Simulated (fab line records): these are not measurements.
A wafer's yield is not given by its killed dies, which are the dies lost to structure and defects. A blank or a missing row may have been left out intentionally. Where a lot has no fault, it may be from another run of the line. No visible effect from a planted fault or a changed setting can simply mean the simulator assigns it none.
Which tool is to blame? :: flow sky130 :: 33 wafers from 11 lots sampled at 7 of the route's 708 steps

== WHAT EACH GAUGE READ, for each wafer ==
SKY_CONTACT_RS_MEAS_25: measures by four-point-probe. Usual: CONTACT_W_RS typically reads 0.3371 ohm/sq, with standard deviation 0.003.
lot: L994
measured: day 31 20:06
on: film-metro-01
CONTACT_W_RS (ohm/sq): 0.3378 0.3374 0.3349
flag: 

lot: L993
measured: day 31 21:32
on: film-metro-03
CONTACT_W_RS (ohm/sq): 0.3401 0.3300 0.3331
flag: 

lot: L995
measured: day 32 10:26
on: film-metro-03
CONTACT_W_RS (ohm/sq): 0.3352 0.3376 0.3322
flag: 

lot: L996
measured: day 32 16:12
on: film-metro-03
CONTACT_W_RS (ohm/sq): 0.3373 0.2816 0.3359
flag: OFF

lot: L100
measured: day 33 23:56
on: film-metro-04
CONTACT_W_RS (ohm/sq): 0.2818 0.3371 0.2814
flag: OFF

lot: L108
measured: day 36 12:58
on: film-metro-01
CONTACT_W_RS (ohm/sq): 0.3328 0.3386 0.3373
flag: 

lot: L111
measured: day 37 02:55
on: film-metro-04
CONTACT_W_RS (ohm/sq): 0.3374 0.3348 0.3405
flag: 

lot: L113
measured: day 38 02:50
on: film-metro-04
CONTACT_W_RS (ohm/sq): 0.3398 0.3360 0.3422
flag: 

lot: L114
measured: day 38 07:20
on: film-metro-04
CONTACT_W_RS (ohm/sq): 0.3388 0.3315 0.3380
flag: 

lot: L115
measured: day 38 12:27
on: film-metro-04
CONTACT_W_RS (ohm/sq): 0.3331 0.3407 0.3359
flag: 

lot: L116
measured: day 38 19:46
on: film-metro-03
CONTACT_W_RS (ohm/sq): 0.3367 0.3377 0.3375
flag: 

SKY_CONTACT_THK_MEAS_26: measures by xrf. Usual: CONTACT_W_THK typically reads 338 nm, with standard deviation 5.
lot: L994
measured: day 31 20:13
on: film-metro-01
CONTACT_W_THK (nm): 340 340 340
flag: 

lot: L993
measured: day 31 21:39
on: film-metro-03
CONTACT_W_THK (nm): 332 341 336
flag: 

lot: L995
measured: day 32 10:34
on: film-metro-03
CONTACT_W_THK (nm): 336 331 339
flag: 

lot: L996
measured: day 32 16:19
on: film-metro-03
CONTACT_W_THK (nm): 335 398 337
flag: OFF

lot: L100
measured: day 34 00:02
on: film-metro-04
CONTACT_W_THK (nm): 405 338 405
flag: OFF

lot: L108
measured: day 36 13:05
on: film-metro-01
CONTACT_W_THK (nm): 342 340 338
flag: 

lot: L111
measured: day 37 03:01
on: film-metro-04
CONTACT_W_THK (nm): 339 342 337
flag: 

lot: L113
measured: day 38 02:58
on: film-metro-04
CONTACT_W_THK (nm): 338 341 338
flag: 

lot: L114
measured: day 38 07:26
on: film-metro-04
CONTACT_W_THK (nm): 340 348 342
flag: 

lot: L115
measured: day 38 12:34
on: film-metro-04
CONTACT_W_THK (nm): 346 338 344
flag: 

lot: L116
measured: day 38 19:53
on: film-metro-03
CONTACT_W_THK (nm): 333 331 329
flag: 

SKY_METAL2_THK_MEAS_06: measures by xrf. Usual: METAL2_ALCU_THK typically reads 256.5 nm, with standard deviation 2.5.
lot: L994
measured: day 34 05:17
on: film-metro-01
METAL2_ALCU_THK (nm): 257.3 253.5 257.0
flag: 

lot: L993
measured: day 34 07:25
on: film-metro-04
METAL2_ALCU_THK (nm): 258.9 259.7 260.6
flag: 

lot: L995
measured: day 34 19:41
on: film-metro-04
METAL2_ALCU_THK (nm): 256.6 253.7 256.7
flag: 

lot: L996
measured: day 35 01:15
on: film-metro-01
METAL2_ALCU_THK (nm): 256.7 259.7 256.1
flag: 

lot: L100
measured: day 36 09:13
on: film-metro-02
METAL2_ALCU_THK (nm): 258.6 258.8 258.0
flag: 

lot: L108
measured: day 38 19:50
on: film-metro-02
METAL2_ALCU_THK (nm): 256.1 257.9 255.0
flag: 

lot: L111
measured: day 39 09:32
on: film-metro-04
METAL2_ALCU_THK (nm): 256.4 256.8 257.2
flag: 

lot: L113
measured: day 40 08:54
on: film-metro-04
METAL2_ALCU_THK (nm): 250.4 252.2 251.4
flag: 

lot: L114
measured: day 40 12:40
on: film-metro-04
METAL2_ALCU_THK (nm): 255.9 254.7 255.7
flag: 

lot: L115
measured: day 40 17:53
on: film-metro-02
METAL2_ALCU_THK (nm): 255.8 257.0 255.2
flag: 

lot: L116
measured: day 41 00:44
on: film-metro-01
METAL2_ALCU_THK (nm): 258.0 260.2 256.2
flag: 

== WHICH TOOL RAN EACH LOT (tool, then ch and the chambers of the sampled wafers, then the start) ==
lot: L994
SKY_CONTACT_CVD_24: cvd-w-02 ch 0, day 31 19:58
SKY_CONTACT_CMP_27: cmp-01 ch 0,2, day 31 20:19
SKY_METAL1_DESCUM_17: rie-metal-02 ch 0,1, day 33 00:11
SKY_METAL2_SPUTTER_03: pvd-sputter-01, day 34 05:05

lot: L993
SKY_CONTACT_CVD_24: cvd-w-01 ch 0,1, day 31 21:25
SKY_CONTACT_CMP_27: cmp-01 ch 0,2,3, day 31 21:49
SKY_METAL1_DESCUM_17: rie-metal-03 ch 0,1, day 33 01:44
SKY_METAL2_SPUTTER_03: pvd-sputter-04, day 34 07:13

lot: L995
SKY_CONTACT_CVD_24: cvd-w-02 ch 0,1, day 32 10:20
SKY_CONTACT_CMP_27: cmp-01 ch 0,1,3, day 32 10:37
SKY_METAL1_DESCUM_17: rie-metal-04 ch 0,1, day 33 14:14
SKY_METAL2_SPUTTER_03: pvd-sputter-01, day 34 19:29

lot: L996
SKY_CONTACT_CVD_24: cvd-w-02 ch 0,1, day 32 16:05
SKY_CONTACT_CMP_27: cmp-01 ch 1,2,3, day 32 16:26
SKY_METAL1_DESCUM_17: rie-metal-04 ch 0,1, day 33 20:07
SKY_METAL2_SPUTTER_03: pvd-sputter-04, day 35 01:04

lot: L100
SKY_CONTACT_CVD_24: cvd-w-02 ch 0,1, day 33 23:50
SKY_CONTACT_CMP_27: cmp-02 ch 0,2, day 34 00:05
SKY_METAL1_DESCUM_17: rie-metal-03 ch 1, day 35 03:42
SKY_METAL2_SPUTTER_03: pvd-sputter-01, day 36 09:00

lot: L108
SKY_CONTACT_CVD_24: cvd-w-01 ch 0,1, day 36 12:52
SKY_CONTACT_CMP_27: cmp-02 ch 0,3, day 36 13:09
SKY_METAL1_DESCUM_17: rie-metal-03 ch 0,1, day 37 15:40
SKY_METAL2_SPUTTER_03: pvd-sputter-04, day 38 19:38

lot: L111
SKY_CONTACT_CVD_24: cvd-w-02 ch 0,1, day 37 02:48
SKY_CONTACT_CMP_27: cmp-01 ch 2,3, day 37 03:07
SKY_METAL1_DESCUM_17: rie-metal-03 ch 0,1, day 38 05:17
SKY_METAL2_SPUTTER_03: pvd-sputter-04, day 39 09:20

lot: L113
SKY_CONTACT_CVD_24: cvd-w-02 ch 0,1, day 38 02:44
SKY_CONTACT_CMP_27: cmp-02 ch 0,1, day 38 03:01
SKY_METAL1_DESCUM_17: rie-metal-03 ch 0,1, day 39 04:53
SKY_METAL2_SPUTTER_03: pvd-sputter-02, day 40 08:43

lot: L114
SKY_CONTACT_CVD_24: cvd-w-02 ch 0,1, day 38 07:13
SKY_CONTACT_CMP_27: cmp-01 ch 0,1,3, day 38 07:37
SKY_METAL1_DESCUM_17: rie-metal-03 ch 0,1, day 39 09:29
SKY_METAL2_SPUTTER_03: pvd-sputter-01, day 40 12:28

lot: L115
SKY_CONTACT_CVD_24: cvd-w-02 ch 0,1, day 38 12:20
SKY_CONTACT_CMP_27: cmp-01 ch 0,1,3, day 38 12:38
SKY_METAL1_DESCUM_17: rie-metal-02 ch 0,1, day 39 14:34
SKY_METAL2_SPUTTER_03: pvd-sputter-02, day 40 17:41

lot: L116
SKY_CONTACT_CVD_24: cvd-w-02 ch 0,1, day 38 19:40
SKY_CONTACT_CMP_27: cmp-01 ch 0,1,3, day 38 20:03
SKY_METAL1_DESCUM_17: rie-metal-02 ch 1, day 39 21:47
SKY_METAL2_SPUTTER_03: pvd-sputter-01, day 41 00:32
- SKY_CONTACT_CVD_24: deposits W, target thk 340 nm, time 102.12 s.
- SKY_CONTACT_CMP_27: polishes, stops on SiO2, t overpolish 15 s, target thk 0 nm.
- SKY_METAL1_DESCUM_17: chemistry O2, time 8 s.
- SKY_METAL2_SPUTTER_03: material Ti, target thk 5 nm, time 3.3 s.

== AS READ BY THE TOOLS THEMSELVES (means over the sampled wafers that have a number; for cases with no such wafer, the mark the record gives instead) ==
SKY_CONTACT_CVD_24. Usual: 866 W for heater-power-w, sd 88.
lot: L994
tool: cvd-w-02
heater-power-w (W): 798
flag: 

lot: L993
tool: cvd-w-01
heater-power-w (W): 898
flag: 

lot: L995
tool: cvd-w-02
heater-power-w (W): 820
flag: 

lot: L996
tool: cvd-w-02
heater-power-w (W): 820
flag: 

lot: L100
tool: cvd-w-02
heater-power-w (W): 845
flag: 

lot: L108
tool: cvd-w-01
heater-power-w (W): 896
flag: 

lot: L111
tool: cvd-w-02
heater-power-w (W): 850
flag: 

lot: L113
tool: cvd-w-02
heater-power-w (W): 834
flag: 

lot: L114
tool: cvd-w-02
heater-power-w (W): 829
flag: 

lot: L115
tool: cvd-w-02
heater-power-w (W): 832
flag: 

lot: L116
tool: cvd-w-02
heater-power-w (W): 816
flag: 

SKY_CONTACT_CMP_27. Usual: motor-current-A 10.8 A, standard deviation 0.8; time-to-endpoint-s 81.6 s, standard deviation 2.3.
lot: L994
tool: cmp-01
motor-current-A (A): 10.9
time-to-endpoint-s (s): 79.4
flag: 

lot: L993
tool: cmp-01
motor-current-A (A): 11.0
time-to-endpoint-s (s): 81.8
flag: 

lot: L995
tool: cmp-01
motor-current-A (A): 11.0
time-to-endpoint-s (s): 84.0
flag: 

lot: L996
tool: cmp-01
motor-current-A (A): 10.5
time-to-endpoint-s (s): 85.5
flag: 

lot: L100
tool: cmp-02
motor-current-A (A): 10.7
time-to-endpoint-s (s): 92.3
flag: OFF

lot: L108
tool: cmp-02
motor-current-A (A): 10.9
time-to-endpoint-s (s): 84.4
flag: 

lot: L111
tool: cmp-01
motor-current-A (A): 11.0
time-to-endpoint-s (s): 82.3
flag: 

lot: L113
tool: cmp-02
motor-current-A (A): 11.3
time-to-endpoint-s (s): 80.9
flag: 

lot: L114
tool: cmp-01
motor-current-A (A): 10.7
time-to-endpoint-s (s): 79.7
flag: 

lot: L115
tool: cmp-01
motor-current-A (A): 11.0
time-to-endpoint-s (s): 82.0
flag: 

lot: L116
tool: cmp-01
motor-current-A (A): 10.9
time-to-endpoint-s (s): 80.4
flag: 

SKY_METAL1_DESCUM_17. Usual: chamber-pressure-mTorr 10.000 mTorr, standard deviation 0.0092; drypump-motor-current-A 5.6 A, standard deviation 0.53; oes-product-au 0.999 a.u., standard deviation 0.007.
lot: L994
tool: rie-metal-02
chamber-pressure-mTorr (mTorr): 10.002
drypump-motor-current-A (A): 6.0
oes-product-au (a.u.): 1.003
flag: 

lot: L993
tool: rie-metal-03
chamber-pressure-mTorr (mTorr): 10.010
drypump-motor-current-A (A): 5.3
oes-product-au (a.u.): 0.993
flag: 

lot: L995
tool: rie-metal-04
chamber-pressure-mTorr (mTorr): 9.998
drypump-motor-current-A (A): 5.9
oes-product-au (a.u.): 0.997
flag: 

lot: L996
tool: rie-metal-04
chamber-pressure-mTorr (mTorr): 9.999
drypump-motor-current-A (A): 5.9
oes-product-au (a.u.): 1.001
flag: 

lot: L100
tool: rie-metal-03
chamber-pressure-mTorr (mTorr): 9.998
drypump-motor-current-A (A): 5.1
oes-product-au (a.u.): 1.000
flag: 

lot: L108
tool: rie-metal-03
chamber-pressure-mTorr (mTorr): 10.007
drypump-motor-current-A (A): 5.3
oes-product-au (a.u.): 0.997
flag: 

lot: L111
tool: rie-metal-03
chamber-pressure-mTorr (mTorr): 10.001
drypump-motor-current-A (A): 5.3
oes-product-au (a.u.): 0.999
flag: 

lot: L113
tool: rie-metal-03
chamber-pressure-mTorr (mTorr): 10.004
drypump-motor-current-A (A): 5.6
oes-product-au (a.u.): 0.990
flag: 

lot: L114
tool: rie-metal-03
chamber-pressure-mTorr (mTorr): 10.007
drypump-motor-current-A (A): 5.3
oes-product-au (a.u.): 0.992
flag: 

lot: L115
tool: rie-metal-02
chamber-pressure-mTorr (mTorr): 10.002
drypump-motor-current-A (A): 6.0
oes-product-au (a.u.): 0.999
flag: 

lot: L116
tool: rie-metal-02
chamber-pressure-mTorr (mTorr): 10.003
drypump-motor-current-A (A): 6.0
oes-product-au (a.u.): 1.010
flag: 

SKY_METAL2_SPUTTER_03. Usual: 29.9 % for throttle-valve-pct, sd 1.1.
lot: L994
tool: pvd-sputter-01
throttle-valve-pct (%): 29.6
flag: 

lot: L993
tool: pvd-sputter-04
throttle-valve-pct (%): 30.1
flag: 

lot: L995
tool: pvd-sputter-01
throttle-valve-pct (%): 30.1
flag: 

lot: L996
tool: pvd-sputter-04
throttle-valve-pct (%): 29.7
flag: 

lot: L100
tool: pvd-sputter-01
throttle-valve-pct (%): 29.7
flag: 

lot: L108
tool: pvd-sputter-04
throttle-valve-pct (%): 30.1
flag: 

lot: L111
tool: pvd-sputter-04
throttle-valve-pct (%): 30.5
flag: 

lot: L113
tool: pvd-sputter-02
throttle-valve-pct (%): 30.5
flag: 

lot: L114
tool: pvd-sputter-01
throttle-valve-pct (%): 29.8
flag: 

lot: L115
tool: pvd-sputter-02
throttle-valve-pct (%): 30.7
flag: 

lot: L116
tool: pvd-sputter-01
throttle-valve-pct (%): 29.5
flag: 

== THE ANSWER, worked out from the rows above alone ==
Rule: a lot is off if the mean of its wafers that have a number lies more than 3 standard deviations from the usual mean. A lot without any number at a reading at which 4 lots or more have one is off too. All remaining lots with rows at the step are treated as sound. After the gauges, taken in route order, come the tools' own readings; for these a lot's mean is taken, as printed above. The first step at which some lot is off is used, and at that step the reading that is off furthest; a lot without a number counts as furthest.
Off: L996, L100, at SKY_CONTACT_RS_MEAS_25 (CONTACT_W_RS).
A tool fits if, at a process step before that reading, it ran every lot that is off, and no sound lot after the first of them. Gauges at SKY_CONTACT_RS_MEAS_25: tried the same way as those tools. Not one of the candidates tried fits.

== WHAT HAD BEEN PUT IN BY THE SIMULATOR ==
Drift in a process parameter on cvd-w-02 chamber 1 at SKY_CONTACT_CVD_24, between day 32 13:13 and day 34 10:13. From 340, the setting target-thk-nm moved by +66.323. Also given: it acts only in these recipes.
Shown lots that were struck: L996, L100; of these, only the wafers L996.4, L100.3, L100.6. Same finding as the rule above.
